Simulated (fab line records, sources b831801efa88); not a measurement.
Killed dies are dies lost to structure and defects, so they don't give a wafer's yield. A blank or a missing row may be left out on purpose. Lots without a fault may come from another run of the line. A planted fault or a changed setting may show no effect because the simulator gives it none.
Chamber matching | flow gf180mcu | GF_CONTACT_CMP_04 on cmp-02: 4 sister chambers
The step polishes SiO2. 4 wafers are shown with their chamber, then 9 later ones without.

WAFERS WITH THEIR CHAMBER
wafer  | chamber | motor_current_A (A)
L862.3 | 0       | 10.7
L862.5 | 3       | 14.4
L863.5 | 1       | 11.4
L863.6 | 2       | 12.4

WAFERS WITHOUT THEIR CHAMBER
wafer  | motor_current_A (A)
L867.1 | 12.1
L867.4 | 14.7
L867.5 | 13.1
L871.3 | 12.6
L871.4 | 10.4
L871.5 | 13.0
L875.1 | 12.8
L875.2 | 10.1
L875.6 | 10.4

WHICH CHAMBER EACH WENT THROUGH
wafer  | from the rows above     | in truth
L867.1 | can't be placed: 2 or 1 | 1
L867.4 | 3                       | 3
L867.5 | can't be placed: 2 or 3 | 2
L871.3 | 2                       | 2
L871.4 | can't be placed: 0 or 1 | 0
L871.5 | can't be placed: 2 or 3 | 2
L875.1 | 2                       | 2
L875.2 | can't be placed: 0 or 1 | 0
L875.6 | can't be placed: 0 or 1 | 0
Placed correctly: 3 of 9. Can't be placed from these rows: 6 (the true chamber is among the candidates in 6). Placed wrongly: 0.
How it was worked out, from the rows above alone: a wafer's distance from a chamber is the root of the sum, over the readings, of the square of ((its reading less the chamber's mean) divided by the reading's scatter). The wafer belongs to the nearest chamber; if the next one is less than 2 further off, it can't be placed. A chamber's mean is the mean of its shown wafers. The scatter: with one shown wafer a chamber, the root of the mean of the squares of how far each hidden wafer lies from its nearest shown one.
